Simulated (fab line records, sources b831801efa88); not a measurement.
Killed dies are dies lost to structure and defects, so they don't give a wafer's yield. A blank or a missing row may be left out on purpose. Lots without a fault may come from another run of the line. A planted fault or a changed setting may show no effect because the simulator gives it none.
Chamber matching | flow sfq_line | SFQ_TRILAYER_I1_DEP_PECVD_045 on pecvd-04: 3 sister chambers
The step deposits SiO2 from SiH4/N2O, time 111.11 s, target thk 500 nm. 3 wafers are shown with their chamber, then 9 later ones without.

WAFERS WITH THEIR CHAMBER
wafer  | chamber | throttle_valve_pct (%)
L995.2 | 1       | 25.0
L995.5 | 0       | 27.3
L995.6 | 2       | 23.9

WAFERS WITHOUT THEIR CHAMBER
wafer  | throttle_valve_pct (%)
L997.2 | 25.4
L997.3 | 27.5
L997.4 | 25.2
L101.2 | 28.0
L101.4 | 27.8
L101.5 | 25.3
L108.1 | 25.6
L108.2 | 23.9
L108.3 | 25.4

WHICH CHAMBER EACH WENT THROUGH
wafer  | from the rows above | in truth
L997.2 | 1                   | 1
L997.3 | 0                   | 0
L997.4 | 1                   | 1
L101.2 | 0                   | 0
L101.4 | 0                   | 0
L101.5 | 1                   | 1
L108.1 | 1                   | 1
L108.2 | 2                   | 2
L108.3 | 1                   | 1
Placed correctly: 9 of 9. Can't be placed from these rows: 0. Placed wrongly: 0.
How it was worked out, from the rows above alone: a wafer's distance from a chamber is the root of the sum, over the readings, of the square of ((its reading less the chamber's mean) divided by the reading's scatter). The wafer belongs to the nearest chamber; if the next one is less than 2 further off, it can't be placed. A chamber's mean is the mean of its shown wafers. The scatter: with one shown wafer a chamber, the root of the mean of the squares of how far each hidden wafer lies from its nearest shown one.
